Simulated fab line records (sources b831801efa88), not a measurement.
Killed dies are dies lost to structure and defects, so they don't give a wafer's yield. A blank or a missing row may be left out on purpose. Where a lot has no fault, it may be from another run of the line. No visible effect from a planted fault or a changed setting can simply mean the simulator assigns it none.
fab line records	flow sky130
record: lots: 10	wafers: 30	lastDay: 49
route steps=708 shown FIELD_ISO@16 VT_ADJUST_HVTR@141 LI_CONTACT@378 PAD_OPEN@708
lots with no fault: from the same line, run without faults
startH: hours from the record's opening day to when the first of the lot's shown wafers began	waitH: how many hours have passed since the lot's step before this one	" same as the row above	L1.1+2: one row covering several wafers at once	- no value present, or no start provided	* or withheld: withheld	< > ~ a bound
route shown NAME@n: names a module that has steps shown in the file, with the first one's number in the route	usual: the fault-free wafers' mean and standard deviation	same: alike in all rows	chamber/n: place in a boat	sites: each site's reading	_std_site: how widely they spread, as a standard deviation	_edge_site: outer sites' mean less inner sites'	radiusMm: for every site, how far away it sits from the centre of the wafer	mask NAME#n: copy n	behind: tool/chamber where the wafer was last shaped	hold: cause of the lot's hold/its duration in hours/its outcome	device: transistor that didn't switch, given as n, p or np	end of line: the route-end tests of the same wafers	where a step has no rows: the recipe by itself	killed: at the first sort, the dies lost to defects and structure; wafer yield is something else	map: a wafer's dies, marking killed ones x, the rest . and places with no die _
set.NAME: the setting the step ran with; set.NAME@STEP: the setting that earlier step ran with	model.NAME: the simulator's own value behind a step, which no gauge read
a sample of lots followed through the steps of the route, with each step as a table and each wafer as a row
services: the hour from which a tool's chamber was out of use, counted from the record's first day as startH (under 0 if before that day), plus the number of hours and why
== steps ==
step: SKY_FIELD_ISO_ETCH_15
recipe: chemistry: CHF3/O2	targetDepthNm: 180	stopOn: Si	sourceW: 600	biasW: 200	pressureMtorr: 40	chf3FlowSccm: 50	O2_flow_sccm: 5	timeS: 72
usual: chamberPressureMTorr: 40.00/0.035	drypumpMotorCurrentA: 5.8/0.38	oesProductAu: 0.943/0.0053	runLengthS: 100.2/0.35	throttleValvePct: 8.844/0.0096
lot.wafer	tool	chamber	startH	waitH	chamberPressureMTorr	drypumpMotorCurrentA	oesProductAu	rfHoursCounterH	runLengthS	throttleValvePct
L840.3	rieDiel-04	2	39.73	0.0	40.03	6.0	0.945	72	99.3	8.838
L840.4	"	1	"	"	40.03	5.9	0.946	28	100.2	8.855
L840.5	"	1	"	"	40.10	5.9	0.940	-	100.2	8.839
L841.3	rieDiel-03	3	46.73	0.0	39.99	5.9	0.943	12	100.0	8.833
L841.4	"	0	"	"	40.03	5.1	0.939	104	100.4	8.839
L841.6	"	1	"	"	40.03	5.5	0.937	-	99.9	8.828
L842.1	rieDiel-02	3	50.78	0.0	39.98	6.2	0.940	149	99.6	8.856
L842.2	"	0	"	"	40.00	5.9	0.942	2	100.5	8.842
L842.3	"	2	"	"	39.98	6.1	0.950	49	99.9	8.849
L843.1	rieDiel-03	2	55.44	0.0	39.99	6.2	0.934	1	100.3	8.845
L843.2	"	0	"	"	39.97	5.1	0.937	105	100.1	8.827
L843.5	"	2	"	"	39.97	6.3	0.949	-	100.2	8.850
L848.1	rieDiel-03	1	81.19	0.0	40.10	5.6	1.006	83	84.8	8.879
L848.4	"	3	"	"	40.06	5.9	0.948	12	100.1	8.855
L848.6	"	2	"	"	39.98	6.2	0.951	-	99.9	8.844
L850.1	rieDiel-03	0	107.43	0.0	40.00	5.1	0.937	106	100.5	8.842
L850.3	"	1	"	"	39.94	5.5	1.002	83	84.5	8.870
L850.5	"	3	"	"	39.95	5.8	0.945	-	100.4	8.823
L851.2	rieDiel-02	3	107.68	0.0	40.04	6.2	0.945	150	99.6	8.852
L851.5	"	1	"	"	39.98	5.3	0.938	-	100.3	8.844
L851.6	"	0	"	"	40.02	5.9	0.940	-	100.7	8.842
L856.2	rieDiel-04	0	121.18	0.0	40.00	6.4	0.943	112	100.7	8.832
L856.4	"	3	"	"	40.03	5.7	0.936	30	100.6	8.844
L856.5	"	2	"	"	40.00	5.9	0.942	-	99.4	8.825
L857.1	rieDiel-04	1	126.93	0.0	40.03	5.9	0.947	30	100.4	8.849
L857.2	"	2	"	"	40.03	5.9	0.940	73	99.6	8.853
L857.4	"	3	"	"	40.06	5.7	0.946	30	100.2	8.845
L858.1	rieDiel-02	2	135.18	0.0	40.04	6.1	0.937	51	99.9	8.840
L858.2	"	1	"	"	39.98	5.3	0.943	1	100.4	8.837
L858.6	"	1	"	"	39.96	5.3	0.942	-	100.0	8.859
step: SKY_FIELD_ISO_STRIP_16
recipe: chemistry: O2/N2	powerW: 1400	pressureMtorr: 1500	platenTempC: withheld	o2FlowSccm: 3000	n2FlowSccm: 300	overashFraction: 0.5
usual: chamberPressureMTorr: 1500.0/1.4	drypumpMotorCurrentA: 6.0/0.38	oesProductAu: 0.378/0.0054	stripTimeToEndpointS: 3.54/0.04
lot.wafer	tool	chamber	startH	waitH	chamberPressureMTorr	drypumpMotorCurrentA	oesProductAu	rfHoursCounterH	stripTimeToEndpointS
L840.3	plasmaAsher-01	1	39.82	0.1	1501.1	6.0	0.374	-	3.55
L840.4	"	0	"	"	1501.5	6.4	0.375	-	3.50
L840.5	"	0	"	"	1499.3	6.4	0.377	-	3.52
L841.3	plasmaAsher-04	0	46.82	0.1	1501.9	5.2	0.374	-	3.54
L841.4	"	1	"	"	1499.7	5.9	0.376	-	3.54
L841.6	"	1	"	"	1501.0	5.9	0.389	-	3.51
L842.1	plasmaAsher-04	0	50.84	0.0	1500.3	5.2	0.377	24	3.62
L842.2	"	1	"	"	1502.7	5.8	0.384	24	3.52
L842.3	"	0	"	"	1497.5	5.2	0.377	-	3.58
L843.1	plasmaAsher-03	1	55.50	0.0	1498.5	6.0	0.376	36	3.48
L843.2	"	0	"	"	1499.3	6.4	0.375	36	3.53
L843.5	"	1	"	"	1501.0	6.0	0.380	-	3.48
L848.1	plasmaAsher-01	1	81.25	0.0	1501.5	5.9	0.391	41	3.87
L848.4	"	0	"	"	1497.4	6.4	0.384	-	3.51
L848.6	"	1	"	"	1498.7	5.9	0.386	-	3.50
L850.1	plasmaAsher-03	0	107.49	0.0	1503.8	6.4	0.375	41	3.59
L850.3	"	0	"	"	1498.7	6.4	0.399	-	3.85
L850.5	"	1	"	"	1501.2	6.0	0.377	-	3.54
L851.2	plasmaAsher-01	1	107.74	0.0	1499.9	5.9	0.373	43	3.62
L851.5	"	0	"	"	1498.8	6.4	0.378	-	3.56
L851.6	"	1	"	"	1498.7	5.9	0.382	-	3.54
L856.2	plasmaAsher-04	0	121.24	0.0	1500.0	5.2	0.377	30	3.48
L856.4	"	1	"	"	1501.0	5.9	0.378	-	3.57
L856.5	"	0	"	"	1497.7	5.2	0.373	-	3.53
L857.1	plasmaAsher-01	0	126.99	0.0	1500.2	6.4	0.375	45	3.55
L857.2	"	1	"	"	1498.5	5.9	0.380	45	3.59
L857.4	"	1	"	"	1499.3	5.9	0.381	-	3.60
L858.1	plasmaAsher-04	0	135.24	0.0	1499.3	5.3	0.378	31	3.61
L858.2	"	1	"	"	1499.9	5.9	0.385	31	3.60
L858.6	"	1	"	"	1501.8	5.8	0.379	-	3.60
step: SKY_VT_ADJUST_HVTR_STRIP_10
recipe: chemistry: O2/N2	powerW: 1400	pressureMtorr: 1500	platenTempC: withheld	o2FlowSccm: 3000	n2FlowSccm: 300	overashFraction: 0.5
usual: chamberPressureMTorr: 1499.9/1.5	drypumpMotorCurrentA: 5.8/0.34	oesProductAu: 0.715/0.0048	stripTimeToEndpointS: 14.21/0.043
lot.wafer	tool	chamber	startH	waitH	chamberPressureMTorr	drypumpMotorCurrentA	oesProductAu	rfHoursCounterH	stripTimeToEndpointS
L840.3	plasmaAsher-02	1	219.65	0.1	1497.5	5.6	0.721	-	14.25
L840.4	"	0	"	"	1499.0	5.8	0.710	-	14.26
L840.5	"	0	"	"	1498.0	5.8	0.718	-	14.27
L841.3	plasmaAsher-04	0	221.77	0.1	1500.3	5.3	0.718	-	14.14
L841.4	"	1	"	"	1500.3	5.8	0.721	-	14.17
L841.6	"	0	"	"	1501.1	5.3	0.706	-	14.10
L842.1	plasmaAsher-02	0	230.03	0.1	1499.6	5.8	0.718	11	14.14
L842.2	"	1	"	"	1498.6	5.6	0.719	11	14.13
L842.3	"	1	"	"	1499.6	5.6	0.726	-	14.19
L843.1	plasmaAsher-02	0	234.93	0.1	1498.1	5.8	0.719	11	14.17
L843.2	"	1	"	"	1500.7	5.6	0.716	11	14.11
L843.5	"	1	"	"	1500.8	5.6	0.710	-	14.20
L848.4	plasmaAsher-03	0	280.91	0.1	1500.4	6.4	0.718	-	14.21
L848.6	"	1	"	"	1499.6	6.0	0.716	-	14.16
L851.2	plasmaAsher-02	0	305.53	0.1	1499.1	5.8	0.712	18	14.21
L851.5	"	0	"	"	1501.9	5.8	0.709	-	14.25
L851.6	"	1	"	"	1501.3	5.6	0.708	-	14.23
L850.1	plasmaAsher-03	0	305.79	0.1	1496.5	6.4	0.712	61	14.22
L850.5	"	1	"	"	1499.5	6.0	0.713	-	14.26
L856.2	plasmaAsher-02	1	320.48	0.1	1500.3	5.6	0.723	20	14.26
L856.4	"	1	"	"	1499.6	5.6	0.710	-	14.29
L856.5	"	0	"	"	1500.0	5.9	0.711	-	14.30
L857.1	plasmaAsher-02	0	327.92	0.1	1499.6	5.8	0.718	21	14.23
L857.2	"	1	"	"	1500.2	5.6	0.712	21	14.28
L857.4	"	1	"	"	1499.7	5.6	0.714	-	14.24
L858.1	plasmaAsher-04	0	333.97	0.1	1498.9	5.3	0.717	49	14.24
L858.2	"	1	"	"	1501.9	5.9	0.711	49	14.26
L858.6	"	1	"	"	1497.9	5.9	0.723	-	14.19
step: SKY_LI_CONTACT_STRIP_16
recipe: chemistry: O2/N2	powerW: 1400	pressureMtorr: 1500	platenTempC: withheld	o2FlowSccm: 3000	n2FlowSccm: 300	overashFraction: 0.5
usual: chamberPressureMTorr: 1500.1/1.2	drypumpMotorCurrentA: 5.8/0.33	oesProductAu: 0.377/0.0051	stripTimeToEndpointS: 3.51/0.038
lot.wafer	tool	chamber	startH	waitH	chamberPressureMTorr	drypumpMotorCurrentA	oesProductAu	rfHoursCounterH	stripTimeToEndpointS
L840.3	plasmaAsher-01	1	684.63	-	1501.8	6.0	0.378	-	3.49
L840.4	"	0	"	"	1500.8	6.4	0.374	-	3.48
L840.5	"	1	"	"	1499.9	5.9	0.370	-	3.48
L841.3	plasmaAsher-02	0	688.38	-	1500.6	5.8	0.376	-	3.55
L841.4	"	1	"	"	1500.3	5.6	0.379	-	3.55
L841.6	"	0	"	"	1501.0	5.8	0.375	-	3.54
L842.1	plasmaAsher-04	0	692.75	-	1498.4	5.3	0.376	85	3.54
L842.2	"	1	"	"	1501.9	5.9	0.379	85	3.54
L842.3	"	1	"	"	1499.6	5.9	0.376	-	3.48
L843.1	plasmaAsher-04	1	704.90	-	1500.4	5.8	0.373	86	3.50
L843.2	"	0	"	"	1500.8	5.3	0.384	86	3.51
L843.5	"	0	"	"	1498.4	5.2	0.379	-	3.54
L848.4	plasmaAsher-02	1	754.39	-	1501.2	5.6	0.377	-	3.58
L848.6	"	1	"	"	1500.5	5.6	0.367	-	3.46
L851.2	plasmaAsher-01	0	788.36	-	1498.9	6.4	0.381	4	3.53
L851.5	"	1	"	"	1501.0	5.9	0.383	-	3.51
L851.6	"	0	"	"	1500.6	6.4	0.368	-	3.45
L850.1	plasmaAsher-04	0	790.39	-	1499.5	5.2	0.373	94	3.45
L850.5	"	0	"	"	1499.2	5.2	0.374	-	3.52
L856.2	plasmaAsher-01	0	805.84	-	1500.0	6.4	0.372	6	3.45
L856.4	"	1	"	"	1497.2	5.9	0.371	-	3.47
L856.5	"	0	"	"	1498.3	6.4	0.378	-	3.51
L857.1	plasmaAsher-04	0	815.41	-	1498.3	5.3	0.367	96	3.48
L857.2	"	1	"	"	1498.2	5.8	0.383	96	3.49
L857.4	"	0	"	"	1501.7	5.3	0.374	-	3.48
L858.1	plasmaAsher-02	0	821.16	-	1501.8	5.8	0.380	70	3.51
L858.2	"	1	"	"	1499.6	5.6	0.372	70	3.47
L858.6	"	1	"	"	1501.6	5.6	0.376	-	3.50
step: SKY_LI_CONTACT_CMP_24
recipe: stopOn: PSG	tOverpolishS: 20	downForcePsi: 3.5	platenRpm: 60	targetThkNm: 0	padVelocityMS: 0.94248
usual: motorCurrentA: 11.6/0.91	overpolishRunS: 19.999/0.0097	platenRpm: 60.00/0.036	retainingRingPressureFrac: 1.000/0.005	slurryFilterDpKPa: 13.50/0.14	timeToEndpointS: 94/3.6
lot.wafer	tool	chamber	startH	waitH	motorCurrentA	overpolishRunS	platenRpm	retainingRingPressureFrac	slurryFilterDpKPa	timeToEndpointS
L840.4	cmp-01	1	685.38	0.1	13.6	19.998	60.00	1.001	13.20	96
L840.3	"	2	"	"	11.4	19.988	59.98	0.995	13.43	97
L840.5	"	1	"	"	13.0	19.992	59.99	0.990	13.42	95
L841.3	cmp-01	2	689.08	0.0	11.3	19.993	60.07	1.004	13.41	94
L841.4	"	1	"	"	13.1	20.021	59.98	1.002	13.58	92
L841.6	"	2	"	"	11.4	19.997	59.99	1.000	13.53	94
L842.3	cmp-02	2	693.56	0.1	11.5	19.982	59.95	0.994	13.54	88
L842.2	"	3	"	"	12.1	19.986	60.01	0.999	13.69	93
L842.1	"	0	"	"	11.3	20.006	59.97	1.001	13.63	88
L843.1	cmp-01	0	706.22	0.6	12.0	19.995	60.00	1.006	13.43	93
L843.2	"	2	"	"	11.7	20.021	59.97	1.003	13.31	92
L843.5	"	0	"	"	12.1	20.002	59.99	1.001	13.52	91
L848.4	cmp-01	1	755.19	0.1	12.9	19.990	59.93	1.006	13.52	93
L848.6	"	3	"	"	12.2	19.999	60.02	1.003	13.33	95
L851.2	cmp-01	3	789.20	0.1	11.1	19.991	60.05	0.996	13.46	95
L851.6	"	1	"	"	12.3	19.984	60.04	1.010	13.52	92
L851.5	"	2	"	"	11.8	20.000	59.97	1.008	13.67	90
L850.1	cmp-01	3	791.30	0.2	11.6	20.003	59.99	0.996	13.54	95
L850.5	"	0	"	"	12.6	19.982	60.02	0.997	13.47	97
L856.4	cmp-02	3	806.65	0.1	12.7	19.994	60.01	1.010	13.53	101
L856.2	"	0	"	"	10.6	20.008	59.99	0.998	13.58	92
L856.5	"	2	"	"	11.1	19.990	59.97	0.988	13.51	95
L857.1	cmp-02	0	816.20	0.1	10.7	19.994	60.01	0.993	13.45	92
L857.2	"	1	"	"	10.1	20.002	59.98	0.998	13.15	92
L857.4	"	2	"	"	11.5	20.004	59.98	1.001	13.40	92
L858.2	cmp-02	0	821.90	0.0	10.8	19.991	60.02	1.001	13.60	92
L858.1	"	1	"	"	10.1	20.008	59.97	1.004	13.52	98
L858.6	"	0	"	"	10.9	20.000	59.99	0.996	13.55	87
step: SKY_PAD_OPEN_PROBE_99
usual: killed_at_M0_to_M3: 44/7.1	killed_at_M4_up: 3.3/1.8	killedAtContacts: 24/5.1	killedAtFrontEnd: 16/4.7	killedAtOther: 0.3/0.52	killedDies: 87/9.7	killedOnRim: 17/3.8	killedOpen: 47/6.8	killedShort: 39/6.7
same: grossDies: 492	killedAtBackSide: 0
lot.wafer	tool	chamber	startH	waitH	hold	killed_at_M0_to_M3	killed_at_M4_up	killedAtContacts	killedAtFrontEnd	killedAtOther	killedDies	killedOnRim	killedOpen	killedShort
L840.3	prober-01	-	1081.85	0.2	-	40	2	28	13	0	83	13	44	39
L840.4	prober-01	-	1081.90	0.2	-	41	4	17	11	1	74	16	28	46
L840.5	prober-01	-	1081.95	0.2	-	49	3	22	15	1	90	17	47	43
L841.3	prober-02	-	1083.95	0.2	-	45	5	23	16	0	89	18	44	45
L841.4	prober-02	-	1084.00	0.2	-	41	2	22	17	0	82	14	45	37
L841.6	prober-02	-	1084.10	0.2	-	53	3	18	15	0	89	17	45	44
L842.1	prober-01	-	1089.24	0.1	-	45	5	15	12	0	77	23	42	35
L842.2	prober-01	-	1089.29	0.1	-	47	3	33	7	0	90	14	46	43
L842.3	prober-01	-	1089.34	0.2	-	42	0	23	18	0	83	18	47	36
L843.1	prober-02	-	1097.83	0.1	-	44	1	22	23	0	90	16	53	36
L843.2	prober-02	-	1097.88	0.1	-	38	3	24	17	0	82	19	46	36
L843.5	prober-02	-	1098.03	0.2	-	42	5	22	28	0	97	18	54	43
L848.1	prober-01	-	1132.41	0.1	awaitDispo/2.9h/release	40	1	23	428	0	492	96	45	38
L848.4	prober-01	-	1132.56	0.2	awaitDispo/2.9h/release	48	1	27	19	1	96	25	52	44
L848.6	prober-01	-	1132.66	0.2	awaitDispo/2.9h/release	53	2	21	23	0	99	15	55	44
L851.2	prober-01	-	1153.22	0.1	-	56	5	27	17	1	106	23	57	49
L851.5	prober-01	-	1153.37	0.2	-	63	4	18	18	1	104	19	55	49
L851.6	prober-01	-	1153.42	0.2	-	40	2	29	10	1	82	17	45	37
L850.1	prober-02	-	1155.45	0.1	awaitDispo/1.1h/release	37	3	18	14	0	72	12	37	34
L850.3	prober-02	-	1155.55	0.2	awaitDispo/1.1h/release	40	6	26	419	1	492	96	45	50
L850.5	prober-02	-	1155.65	0.2	awaitDispo/1.1h/release	39	5	22	25	0	91	17	39	52
L856.2	prober-01	-	1168.08	0.1	-	38	2	25	7	0	72	17	38	34
L856.4	prober-01	-	1168.18	0.2	-	49	1	19	15	1	85	21	41	44
L856.5	prober-01	-	1168.23	0.2	-	41	2	16	15	0	74	17	43	31
L857.1	prober-02	-	1172.47	0.1	-	48	3	25	10	1	87	10	49	38
L857.2	prober-02	-	1172.52	0.1	-	39	3	21	14	0	77	13	36	41
L857.4	prober-02	-	1172.62	0.2	-	40	4	23	10	0	77	21	40	37
L858.1	prober-01	-	1175.84	0.1	-	39	0	21	20	0	80	19	39	41
L858.2	prober-01	-	1175.89	0.1	-	45	3	21	18	0	87	15	43	44
L858.6	prober-01	-	1176.09	0.2	-	45	0	15	19	0	79	13	41	38
killed by level:class
L840.3 VIA1:geometricParticle:open=12 CONTACT:geometricParticle:open=9 VIA3:geometricParticle:open=9 LOCAL_INTERCONNECT:geometricParticle:short=6 LI_CONTACT:geometricParticle:open=5 VIA1:geometricParticle:short=5 CONTACT:geometricParticle:short=5 POLY_GATE:geometricParticle:short=4
L840.4 METAL2:geometricParticle:short=9 VIA1:geometricParticle:open=6 FIELD_ISO:geometricParticle:short=5 CONTACT:geometricParticle:open=5 CONTACT:geometricParticle:short=5 METAL1:geometricParticle:short=5 VIA2:geometricParticle:open=5 VIA2:geometricParticle:short=5
L840.5 CONTACT:geometricParticle:open=12 VIA1:geometricParticle:open=9 VIA2:geometricParticle:open=8 METAL2:geometricParticle:short=6 VIA3:geometricParticle:open=6 VIA3:geometricParticle:short=6 LI_CONTACT:geometricParticle:short=5 POLY_GATE:geometricParticle:short=4
L841.3 VIA1:geometricParticle:open=11 CONTACT:geometricParticle:open=10 POLY_GATE:geometricParticle:short=6 METAL2:geometricParticle:short=6 LI_CONTACT:geometricParticle:open=6 VIA3:geometricParticle:short=6 METAL1:geometricParticle:short=5 VIA3:geometricParticle:open=4
L841.4 CONTACT:geometricParticle:open=9 VIA3:geometricParticle:open=7 VIA1:geometricParticle:open=6 METAL2:geometricParticle:short=6 FIELD_ISO:geometricParticle:short=5 POLY_GATE:geometricParticle:short=5 LI_CONTACT:geometricParticle:open=5 VIA2:geometricParticle:open=5
L841.6 VIA2:geometricParticle:open=11 METAL2:geometricParticle:short=10 FIELD_ISO:geometricParticle:open=6 VIA3:geometricParticle:open=6 LI_CONTACT:geometricParticle:open=6 VIA2:geometricParticle:short=6 CONTACT:geometricParticle:open=5 VIA1:geometricParticle:open=5
L842.1 VIA1:geometricParticle:open=13 METAL2:geometricParticle:short=9 VIA3:geometricParticle:open=6 CONTACT:geometricParticle:open=5 VIA3:geometricParticle:short=5 FIELD_ISO:geometricParticle:short=4 FIELD_ISO:geometricParticle:open=4 LOCAL_INTERCONNECT:geometricParticle:short=4
L842.2 CONTACT:geometricParticle:open=12 VIA1:geometricParticle:open=10 METAL1:geometricParticle:short=9 VIA3:geometricParticle:open=7 LI_CONTACT:geometricParticle:open=5 LOCAL_INTERCONNECT:geometricParticle:short=5 CONTACT:geometricParticle:short=5 VIA2:geometricParticle:open=5
L842.3 VIA1:geometricParticle:open=10 FIELD_ISO:geometricParticle:open=7 VIA2:geometricParticle:open=7 LI_CONTACT:geometricParticle:open=6 VIA3:geometricParticle:open=6 CONTACT:geometricParticle:short=6 CONTACT:geometricParticle:open=6 LOCAL_INTERCONNECT:geometricParticle:short=5
L843.1 CONTACT:geometricParticle:open=9 VIA1:geometricParticle:open=9 VIA2:geometricParticle:open=8 FIELD_ISO:geometricParticle:open=7 VIA3:geometricParticle:open=7 FIELD_ISO:geometricParticle:short=5 VIA1:geometricParticle:short=5 POLY_GATE:geometricParticle:open=4
L843.2 VIA2:geometricParticle:open=11 LI_CONTACT:geometricParticle:open=8 CONTACT:geometricParticle:open=6 VIA3:geometricParticle:open=6 LOCAL_INTERCONNECT:geometricParticle:short=5 VIA1:geometricParticle:short=4 FIELD_ISO:geometricParticle:open=3 FIELD_ISO:geometricParticle:short=3
L843.5 VIA1:geometricParticle:open=14 LI_CONTACT:geometricParticle:open=9 POLY_GATE:geometricParticle:short=7 CONTACT:geometricParticle:open=7 FIELD_ISO:geometricParticle:short=6 METAL2:geometricParticle:short=6 VIA3:geometricParticle:open=6 POLY_GATE:geometricParticle:open=5
L848.1 FIELD_ISO:areaEtch=409 VIA1:geometricParticle:open=9 METAL2:geometricParticle:short=8 VIA2:geometricParticle:open=7 LI_CONTACT:geometricParticle:open=7 CONTACT:geometricParticle:open=7 FIELD_ISO:geometricParticle:open=5 FIELD_ISO:geometricParticle:short=5
L848.4 POLY_GATE:geometricParticle:open=9 CONTACT:geometricParticle:open=9 METAL2:geometricParticle:short=9 VIA2:geometricParticle:open=8 LI_CONTACT:geometricParticle:open=7 LOCAL_INTERCONNECT:geometricParticle:short=6 VIA3:geometricParticle:open=6 METAL1:geometricParticle:short=6
L848.6 VIA1:geometricParticle:open=12 VIA2:geometricParticle:open=9 CONTACT:geometricParticle:open=7 FIELD_ISO:geometricParticle:open=6 LI_CONTACT:geometricParticle:open=6 METAL1:geometricParticle:short=6 METAL2:geometricParticle:short=6 FIELD_ISO:geometricParticle:short=5
L851.2 CONTACT:geometricParticle:open=12 METAL2:geometricParticle:short=12 VIA1:geometricParticle:open=10 LI_CONTACT:geometricParticle:open=6 METAL1:geometricParticle:short=6 VIA3:geometricParticle:open=6 FIELD_ISO:geometricParticle:open=5 POLY_GATE:geometricParticle:open=5
L851.5 VIA1:geometricParticle:open=21 VIA2:geometricParticle:open=9 VIA1:geometricParticle:short=8 METAL2:geometricParticle:short=8 METAL1:geometricParticle:short=7 POLY_GATE:geometricParticle:short=5 LI_CONTACT:geometricParticle:open=5 POLY_GATE:geometricParticle:open=4
L851.6 VIA1:geometricParticle:open=13 CONTACT:geometricParticle:open=10 CONTACT:geometricParticle:short=8 METAL2:geometricParticle:short=6 LI_CONTACT:geometricParticle:open=5 VIA3:geometricParticle:open=4 LOCAL_INTERCONNECT:geometricParticle:short=4 VIA1:geometricParticle:short=4
L850.1 VIA1:geometricParticle:open=7 CONTACT:geometricParticle:open=6 VIA2:geometricParticle:open=5 VIA3:geometricParticle:open=5 FIELD_ISO:geometricParticle:short=4 LI_CONTACT:geometricParticle:open=4 METAL2:geometricParticle:short=4 POLY_GATE:geometricParticle:short=3
L850.3 FIELD_ISO:areaEtch=396 CONTACT:geometricParticle:open=10 VIA1:geometricParticle:open=10 CONTACT:geometricParticle:short=7 FIELD_ISO:geometricParticle:short=6 METAL4:geometricParticle:short=6 VIA2:geometricParticle:short=5 LOCAL_INTERCONNECT:geometricParticle:short=5
L850.5 FIELD_ISO:geometricParticle:short=9 METAL1:geometricParticle:short=9 CONTACT:geometricParticle:open=9 VIA1:geometricParticle:open=7 FIELD_ISO:geometricParticle:open=6 METAL2:geometricParticle:short=5 VIA3:geometricParticle:open=5 METAL4:geometricParticle:short=4
L856.2 VIA1:geometricParticle:open=14 METAL1:geometricParticle:short=10 LI_CONTACT:geometricParticle:open=8 CONTACT:geometricParticle:short=6 CONTACT:geometricParticle:open=6 LOCAL_INTERCONNECT:geometricParticle:short=3 VIA1:geometricParticle:short=3 VIA3:geometricParticle:open=3
L856.4 METAL1:geometricParticle:short=13 VIA1:geometricParticle:open=13 CONTACT:geometricParticle:open=11 VIA2:geometricParticle:open=5 METAL2:geometricParticle:short=5 FIELD_ISO:geometricParticle:short=4 CONTACT:geometricParticle:short=4 METAL3:geometricParticle:short=4
L856.5 VIA3:geometricParticle:open=11 VIA1:geometricParticle:open=8 CONTACT:geometricParticle:open=7 CONTACT:geometricParticle:short=6 METAL1:geometricParticle:short=5 METAL3:geometricParticle:short=3 SPACER:geometricParticle:short=3 METAL2:geometricParticle:short=3
L857.1 VIA2:geometricParticle:open=12 CONTACT:geometricParticle:open=10 METAL1:geometricParticle:short=8 VIA1:geometricParticle:open=7 LI_CONTACT:geometricParticle:open=6 LOCAL_INTERCONNECT:geometricParticle:short=5 VIA1:geometricParticle:short=5 VIA3:geometricParticle:open=5
L857.2 CONTACT:geometricParticle:short=7 POLY_GATE:geometricParticle:open=7 METAL2:geometricParticle:short=7 LI_CONTACT:geometricParticle:open=6 VIA1:geometricParticle:short=6 VIA1:geometricParticle:open=6 POLY_GATE:geometricParticle:short=5 VIA2:geometricParticle:open=5
L857.4 CONTACT:geometricParticle:open=12 VIA1:geometricParticle:open=9 VIA3:geometricParticle:open=6 VIA3:geometricParticle:short=5 VIA2:geometricParticle:open=5 LI_CONTACT:geometricParticle:short=4 METAL1:geometricParticle:short=4 VIA1:geometricParticle:short=4
L858.1 VIA3:geometricParticle:open=8 POLY_GATE:geometricParticle:short=6 CONTACT:geometricParticle:short=6 FIELD_ISO:geometricParticle:open=5 VIA1:geometricParticle:open=5 CONTACT:geometricParticle:open=5 VIA3:geometricParticle:short=5 POLY_GATE:geometricParticle:open=4
L858.2 CONTACT:geometricParticle:open=10 FIELD_ISO:geometricParticle:short=9 METAL1:geometricParticle:short=7 VIA1:geometricParticle:open=7 VIA3:geometricParticle:open=6 LI_CONTACT:geometricParticle:open=5 VIA2:geometricParticle:short=5 FIELD_ISO:geometricParticle:open=4
L858.6 VIA1:geometricParticle:open=10 VIA3:geometricParticle:open=8 METAL2:geometricParticle:short=7 POLY_GATE:geometricParticle:short=6 VIA2:geometricParticle:open=6 CONTACT:geometricParticle:short=5 VIA2:geometricParticle:short=5 FIELD_ISO:geometricParticle:open=4
== services ==
tool	chamber	startH	hours	kind
plasmaAsher-01	-	22.47	3.1	repair
plasmaAsher-01	-	25.75	1.7	repair
cmp-01	-	30.47	0.6	repair
cmp-01	-	39.88	1.0	repair
plasmaAsher-04	-	55.72	8.7	repair
cmp-01	-	64.00	4.0	pm
plasmaAsher-02	-	108.75	9.0	pm
cmp-01	-	131.22	2.3	repair
cmp-01	-	141.82	7.8	pm
plasmaAsher-01	-	167.51	2.8	pm
plasmaAsher-02	-	179.24	2.8	pm
plasmaAsher-04	-	236.46	13.9	repair
plasmaAsher-02	-	342.33	14.6	pm
plasmaAsher-01	-	481.92	4.3	repair
plasmaAsher-01	-	498.80	8.8	repair
plasmaAsher-01	-	530.86	14.6	pm
plasmaAsher-04	-	550.75	0.4	repair
plasmaAsher-04	-	564.62	14.6	pm
plasmaAsher-02	-	597.09	2.9	repair
plasmaAsher-04	-	669.30	2.4	repair
plasmaAsher-01	-	724.13	1.9	repair
plasmaAsher-01	-	733.78	9.0	pm
plasmaAsher-01	-	765.53	0.4	repair
plasmaAsher-04	-	766.65	2.8	pm
== key ==
firstSign: step: SKY_FIELD_ISO_ETCH_15	reading: runLengthS	direction: down	sigmas: 44	usual: *	struck: *
effect: step: SKY_FIELD_ISO_ETCH_15	reading: oesProductAu	direction: up	sigmas: 12	usual: 0.943	struck: 1.004
effect: step: SKY_FIELD_ISO_STRIP_16	reading: stripTimeToEndpointS	direction: up	sigmas: 8.1	usual: *	struck: *
effect: step: SKY_PAD_OPEN_PROBE_99	reading: killedAtFrontEnd	direction: up	sigmas: 86	usual: 16	struck: 424
moreKillsBornAt: SKY_FIELD_ISO_ETCH_15@rieDiel-03: 805
metAt SKY_FIELD_ISO_ETCH_15
struckLots L848,L850
struckWafers L848.1,L850.3
laterRowsLeftOut L848.1,L850.3
testerLeftOut L848,L850
notActingAt SKY_VT_ADJUST_HVTR_STRIP_10,SKY_LI_CONTACT_STRIP_16,SKY_LI_CONTACT_CMP_24
onsetBetween 46.73 81.19
fault: kind: processParameterDrift	tool: rieDiel-03	chamber: 1	onsetH: 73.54	steps: SKY_FIELD_ISO_ETCH_15	channel: timeS	offset: *	shape: step	endH: 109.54	actsIn: *	stated: *
testerLeftOut: of these lots the tester's yield and bins aren't shown, on N5 and GAA mostly nor the transistor test; their killed dies are dies lost to structure and defects alone, not to doping, threshold or leakage, so they don't give the yield
laterRowsLeftOut: the simulator's readings of these wafers behind a module that went badly wrong aren't trusted and aren't shown, but for the sort
